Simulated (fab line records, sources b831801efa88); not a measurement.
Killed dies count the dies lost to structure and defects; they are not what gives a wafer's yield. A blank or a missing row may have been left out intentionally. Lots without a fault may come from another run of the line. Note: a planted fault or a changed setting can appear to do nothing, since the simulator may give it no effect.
Split-lot trial ; flow sky130 ; 23 wafers read from 5 lots, route of 708 steps

SPLIT DETAILS
At SKY_SD_N_IMPLANT_09, the setting energyKev was moved away from the recipe's 50 on 8 of the 23 wafers read, by -2.7% to +3.8%. The other wafers ran this setting at the recipe's value.

FROM THE SPLIT TO THE READING: what the file shows between them, 4 steps
- SKY_SD_N_IMPLANT_10
- SKY_SD_N_STRIP_11: strips in O2/N2
- SKY_SD_N_CLEAN_13: cleans in SC1/SC2, time 150 s
- SKY_SD_N_RTA_14: time 2 s

THE READING
Measured at SKY_SD_N_RS_MEAS_16 by four-point probe: SD_N_RS, in ohm/sq. Typical for fault-free wafers on this fab line: 68.57 ohm/sq, with standard deviation 0.12 ohm/sq.

wafer;tool, chamber at the split;energyKev as run;against the recipe;SD_N_RS, ohm/sq;against lot-mates on the recipe
L076.2;implanter-04, 0;51.9;+3.8%;67.35;-1.22
L076.3;implanter-04, 0;51.9;+3.8%;67.17;-1.39
L076.4;implanter-04, 0;51.9;+3.8%;67.18;-1.38
L076.5;implanter-04, 0;50;recipe;68.56;-
L076.6;implanter-04, 0;50;recipe;68.57;-
L075.1;implanter-01, 0;50;recipe;68.54;-
L075.2;implanter-01, 0;50;recipe;68.58;-
L075.3;implanter-01, 0;48.67;-2.7%;69.38;+0.84
L075.5;implanter-01, 0;48.67;-2.7%;69.39;+0.85
L075.6;implanter-01, 0;50;recipe;68.50;-
L079.3;implanter-04, 0;50;recipe;68.88;-
L079.5;implanter-04, 0;50;recipe;68.73;-
L079.6;implanter-04, 0;50;recipe;68.80;-
L082.1;implanter-04, 0;50;recipe;68.54;-
L082.2;implanter-04, 0;50;recipe;68.47;-
L082.3;implanter-04, 0;50;recipe;68.61;-
L082.4;implanter-04, 0;50;recipe;68.44;-
L082.5;implanter-04, 0;50;recipe;68.75;-
L084.1;implanter-01, 0;50;recipe;68.47;-
L084.2;implanter-01, 0;49.01;-2.0%;69.39;+1.00
L084.4;implanter-01, 0;50;recipe;68.32;-
L084.5;implanter-01, 0;49.01;-2.0%;69.25;+0.86
L084.6;implanter-01, 0;49.01;-2.0%;69.29;+0.90

THE FIT
A straight line over all 23 wafers: SD_N_RS changes by -0.346 ohm/sq for each +1% of energyKev; r = -0.98; the points scatter about the line by 0.13 ohm/sq.
The same after taking each lot's own level away (the mean of its wafers on the recipe; 23 wafers): -0.363 ohm/sq for each +1%; r = -0.99; scatter 0.11 ohm/sq.
On that fit, the largest move of energyKev shifts the reading by 1.4 ohm/sq.
The lots' own levels span 68.395 to 68.803 ohm/sq, that is 3.4 times the standard deviation above.
Consequently the slope shifts little with the lot-to-lot level, the two slopes agreeing.
Check: with one of the wafers moved furthest among these (+3.8%) left out of the fit, the line predicts -1.4 ohm/sq for it against its lot-mates. It came out at -1.22 ohm/sq against them.

ADDITIONAL SPLITS CARRIED BY THESE WAFERS
Other splits were also applied to these wafers ahead of the reading. Each is held against what the fit with the lots' levels taken away leaves over:
other split on the same wafers;wafers away from the commonest value;r with SD_N_RS (lot level and that fit taken away)
SKY_SPACER_CVD_00 pressureMtorr;15;+0.22
SKY_SD_P_DEVELOP_06 devTempC;10;-0.16
SKY_SD_N_DEVELOP_06 devTempC;9;+0.04

THE WHOLE CHAIN: every reading that the file lists as answering this split, in the file's order
step;what it does;reading;change (the file's fit);r (the file's)
SKY_SD_N_IMPLANT_09;;implant.rpNm (the simulator's own value, which no gauge read);+0.261 nm for each +1% of the setting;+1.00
SKY_SD_N_IMPLANT_09;;implant.drpNm (the simulator's own value, which no gauge read);+0.106 nm for each +1% of the setting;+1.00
SKY_SD_N_STRIP_11;strips in O2/N2;stripTimeToEndpointS;withheld for each +1% of the setting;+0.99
SKY_SD_N_RS_MEAS_16;measures by four-point-probe;SD_N_RS;-0.359 for each +1% of the setting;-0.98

THE FILE'S OWN FIT
SD_N_RS changes by -0.359 ohm/sq for each +1% of energyKev, r = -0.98.
